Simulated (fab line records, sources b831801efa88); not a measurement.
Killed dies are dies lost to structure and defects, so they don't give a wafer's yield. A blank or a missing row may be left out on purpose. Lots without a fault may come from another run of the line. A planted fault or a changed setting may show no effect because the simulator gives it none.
Which tool did it? | flow sky130 | 14 lots, 42 wafers sampled, at 4 steps of a route of 708

WHAT THE GAUGES READ, wafer by wafer
SKY_NWELL_THK_MEAS_02.
lot  | measured    | on            | NWELL_OXIDATION_THK (nm)
L784 | day 2 17:08 | film_metro-03 | 9.98 10.08 9.88
L786 | day 3 04:29 | film_metro-02 | 10.06 9.82 9.82
L788 | day 3 13:29 | film_metro-02 | 9.71 9.54 9.68
L789 | day 3 17:19 | film_metro-02 | 9.55 9.76 9.61
L790 | day 4 00:03 | film_metro-02 | 9.93 9.90 9.97
L791 | day 4 04:51 | film_metro-03 | 9.91 9.92 9.73
L798 | day 5 20:32 | film_metro-03 | 10.21 9.78 10.12
L801 | day 6 08:29 | film_metro-03 | 9.99 10.29 10.20
L802 | day 6 15:57 | film_metro-04 | 10.05 10.15 10.19
L804 | day 7 00:02 | film_metro-02 | 10.01 10.07 10.05
L805 | day 7 07:47 | film_metro-02 | 9.98 9.89 9.81
L806 | day 7 13:23 | film_metro-03 | 10.05 10.18 10.12

SKY_VT_ADJUST_HVTP_OVL_MEAS_08.
lot  | measured     | on         | VT_ADJUST_HVTP_OVL (nm)
L784 | day 6 12:33  | overlay-01 | 2.5 1.3 -0.4
L786 | day 6 22:00  | overlay-01 | -1.9 -1.0 -2.2
L788 | day 7 08:20  | overlay-02 | -0.4 -1.5 -0.9
L789 | day 7 13:19  | overlay-02 | 0.2 -2.2 -0.4
L790 | day 7 21:05  | overlay-01 | -3.9 -1.7 -3.3
L791 | day 8 04:11  | overlay-02 | -1.0 1.0 -1.6
L798 | day 10 04:01 | overlay-02 | -0.2 -1.0 -1.7
L801 | day 10 16:54 | overlay-02 | 2.6 2.4 1.3
L802 | day 11 01:36 | overlay-02 | -0.4 -1.3 -3.1
L804 | day 11 11:28 | overlay-01 | -1.9 -1.9 0.0
L805 | day 11 18:24 | overlay-01 | -0.4 0.3 3.1
L806 | day 12 03:39 | overlay-02 | -0.1 0.4 0.6

WHICH TOOL RAN EACH LOT (tool, then ch and the chambers of the sampled wafers, then the start)
lot  | SKY_FIELD_ISO_PEB_11             | SKY_PWDE_STRIP_09
L784 | litho_track-03 ch 0, day 2 10:00 | plasma_asher-03 ch 0, day 4 00:58
L786 | litho_track-04 ch 0, day 2 20:00 | plasma_asher-04 ch 0,1, day 4 13:40
L788 | litho_track-01 ch 0, day 3 06:00 | plasma_asher-04 ch 0,1, day 4 23:22
L789 | litho_track-04 ch 0, day 3 10:00 | plasma_asher-03 ch 0,1, day 5 04:20
L790 | litho_track-01 ch 0, day 3 16:00 | plasma_asher-02 ch 0,1, day 5 11:52
L791 | litho_track-01 ch 0, day 3 22:00 | plasma_asher-02 ch 0,1, day 5 17:16
L798 | litho_track-04 ch 0, day 5 10:00 | plasma_asher-04 ch 0,1, day 7 11:01
L799 | litho_track-01, day 5 15:00      | -
L800 | litho_track-03, day 5 19:00      | -
L801 | litho_track-04 ch 0, day 6 01:00 | plasma_asher-04 ch 0,1, day 7 22:55
L802 | litho_track-01 ch 0, day 6 08:00 | plasma_asher-02 ch 0,1, day 8 07:19
L804 | litho_track-03 ch 0, day 6 17:00 | plasma_asher-03 ch 0,1, day 8 17:29
L805 | litho_track-03 ch 0, day 6 23:00 | plasma_asher-03 ch 0,1, day 9 00:40
L806 | litho_track-04 ch 0, day 7 04:00 | plasma_asher-04 ch 0,1, day 9 07:03
- SKY_FIELD_ISO_PEB_11
- SKY_PWDE_STRIP_09: strips in O2/N2.

WHAT THE TOOLS THEMSELVES READ (means of the sampled wafers that have a number; where no wafer has one, the mark that the record gives instead)
SKY_FIELD_ISO_PEB_11.
lot  | tool           | exhaust_pa (Pa)
L784 | litho_track-03 | 45.5
L786 | litho_track-04 | 45.4
L788 | litho_track-01 | 45.2
L789 | litho_track-04 | 44.0
L790 | litho_track-01 | 44.1
L791 | litho_track-01 | 45.9
L798 | litho_track-04 | 46.3
L799 | litho_track-01 | -
L800 | litho_track-03 | -
L801 | litho_track-04 | 45.2
L802 | litho_track-01 | 44.9
L804 | litho_track-03 | 45.9
L805 | litho_track-03 | 46.3
L806 | litho_track-04 | 45.0

SKY_PWDE_STRIP_09.
lot  | tool            | drypump_motor_current_A (A) | oes_product_au (a.u.) | strip_time_to_endpoint_s (s)
L784 | plasma_asher-03 | 5.8                         | 0.723                 | 37.07
L786 | plasma_asher-04 | 6.3                         | 0.719                 | 36.96
L788 | plasma_asher-04 | 6.3                         | 0.722                 | 37.01
L789 | plasma_asher-03 | 5.6                         | 0.725                 | 37.08
L790 | plasma_asher-02 | 6.4                         | 0.723                 | 37.01
L791 | plasma_asher-02 | 5.9                         | 0.718                 | 36.95
L798 | plasma_asher-04 | 6.0                         | 0.718                 | 37.02
L801 | plasma_asher-04 | 6.1                         | 0.722                 | 36.88
L802 | plasma_asher-02 | 6.3                         | 0.723                 | 36.91
L804 | plasma_asher-03 | 5.6                         | 0.723                 | 36.96
L805 | plasma_asher-03 | 5.7                         | 0.722                 | 36.85
L806 | plasma_asher-04 | 6.0                         | 0.721                 | 36.94

THE ANSWER, worked out from the rows above alone
Rule: what is usual is taken from the lots themselves. Put in order of their means at a reading, lots are off if they are a third of the lots or fewer, leave a main group of 4 or more, and stand apart from it by a gap of 3 or more times the standard deviation of the main group's means; of several such gaps the widest counts. A main group whose means are all the same, to the digits that the tables above print for the reading, isn't used. A lot without any number at a reading at which 4 lots or more have one is off too. The other lots that the step has rows for count as sound. The gauges are gone through in route order, then the tools' own readings, and for those a lot's mean is taken as printed above. The first step at which some lot is off is used, and at that step the reading that is off furthest; a lot without a number counts as furthest.
Off: L799, L800, at SKY_FIELD_ISO_PEB_11 (exhaust_pa). Without a number there: L799, L800. The main group: mean 45.3 Pa, standard deviation 0.72.
A tool fits if, at that step or a process step before it, it ran every lot that is off, and no sound lot after the first of them. None of those tried fits.

WHAT THE SIMULATOR HAD PUT IN
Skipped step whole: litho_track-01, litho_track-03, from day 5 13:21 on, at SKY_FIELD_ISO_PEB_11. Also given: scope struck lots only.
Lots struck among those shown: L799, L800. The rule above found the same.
